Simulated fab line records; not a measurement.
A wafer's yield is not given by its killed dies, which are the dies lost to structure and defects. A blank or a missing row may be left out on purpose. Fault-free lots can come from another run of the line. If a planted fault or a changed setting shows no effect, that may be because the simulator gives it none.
Split-lot trial | flow gf180mcu | 23 wafers read across 5 lots, on a route 602 steps long

ABOUT THE SPLIT
At GF_M5_EXPOSE_04 (exposes mask Metal5, target cd 280 nm), the setting dose mj was moved away from the recipe's 28 on 5 of the 23 wafers read, by -3.9% to +6.7%. All remaining wafers had this setting at the recipe value.

FROM THE SPLIT TO THE READING: what the file shows between them, 2 steps
- GF_M5_PEB_05: peb time 90 s
- GF_M5_DEVELOP_06: develop time 60 s

THE READING
cd nm at GF_M5_CD_MEAS_07, given in nm (cd target 280 nm). On this fab line, fault-free wafers typically give 279.6 nm with a standard deviation of 1 nm.

wafer  | tool, chamber at the split | dose mj as run | against the recipe | cd nm, nm | against lot-mates on the recipe
L076.2 | krf scanner-02, 0          | 29.87          | +6.7%              | 270.1     | -9.2
L076.3 | krf scanner-02, 0          | 28             | recipe             | 279.1     | -
L076.4 | krf scanner-02, 0          | 29.87          | +6.7%              | 269.8     | -9.5
L076.5 | krf scanner-02, 0          | 29.87          | +6.7%              | 269.4     | -9.9
L076.6 | krf scanner-02, 0          | 28             | recipe             | 279.5     | -
L079.2 | krf scanner-02, 0          | 28             | recipe             | 279.5     | -
L079.3 | krf scanner-02, 0          | 28             | recipe             | 279.2     | -
L079.6 | krf scanner-02, 0          | 28             | recipe             | 279.4     | -
L082.2 | krf scanner-02, 0          | 28             | recipe             | 281.8     | -
L082.3 | krf scanner-02, 0          | 28             | recipe             | 280.4     | -
L082.4 | krf scanner-02, 0          | 28             | recipe             | 279.4     | -
L082.5 | krf scanner-02, 0          | 28             | recipe             | 280.9     | -
L082.6 | krf scanner-02, 0          | 28             | recipe             | 281.1     | -
L083.1 | krf scanner-02, 0          | 28             | recipe             | 279.1     | -
L083.3 | krf scanner-02, 0          | 28             | recipe             | 279.2     | -
L083.4 | krf scanner-02, 0          | 28             | recipe             | 278.5     | -
L083.5 | krf scanner-02, 0          | 26.92          | -3.9%              | 284.8     | +5.9
L083.6 | krf scanner-02, 0          | 26.92          | -3.9%              | 285.0     | +6.1
L084.1 | krf scanner-01, 0          | 28             | recipe             | 279.1     | -
L084.3 | krf scanner-01, 0          | 28             | recipe             | 278.3     | -
L084.4 | krf scanner-01, 0          | 28             | recipe             | 279.6     | -
L084.5 | krf scanner-01, 0          | 28             | recipe             | 279.3     | -
L084.6 | krf scanner-01, 0          | 28             | recipe             | 278.5     | -

THE FIT
A straight line over all 23 wafers: cd nm changes by -1.45 nm for each +1% of dose mj; r = -0.98; the points scatter about the line by 0.85 nm.
The same after taking each lot's own level away (the mean of its wafers on the recipe; 23 wafers): -1.45 nm for each +1%; r = -0.99; scatter 0.5 nm.
That fit puts the effect of the largest move of dose mj on the reading at 9.7 nm.
From 278.93 to 280.72 nm: that is the span of the lots' own levels, equal to 1.8 times the standard deviation above.
So the lot-to-lot level changes the slope little: the two slopes agree.
Check: -9.83 nm against its lot-mates is what the line predicts for one of the wafers moved furthest among these (+6.7%) when that wafer is left out of the fit. It came out at -9.2 nm against them.

THE OTHER SPLITS THESE WAFERS WENT THROUGH
Before the reading, these wafers also passed through other splits. Each is held against what the fit with the lots' levels taken away leaves over:
other split on the same wafers | wafers away from the commonest value | r with cd nm (lot level and that fit taken away)
GF_M4_METAL_ETCH_16 icp w      | 9                                    | +0.36
GF_MIM_SPUTTER_01 time s       | 10                                   | -0.27

THE WHOLE CHAIN: every reading that the file lists as answering this split, in the file's order
step             | what it does                                            | reading                                                   | change (the file's fit)              | r (the file's)
GF_M5_CD_MEAS_07 | target cd 280 nm                                        | cd nm                                                     | -1.46 nm for each +1% of the setting | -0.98
GF_M5_ETCH_09    | etches Si3N4 in CF4/O2, target depth 52 nm, time 11.6 s | M5.cd nm (the simulator's own value, which no gauge read) | -1.49 nm for each +1% of the setting | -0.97

FILE'S OWN FIT
cd nm changes by -1.46 nm for each +1% of dose mj, r = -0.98.
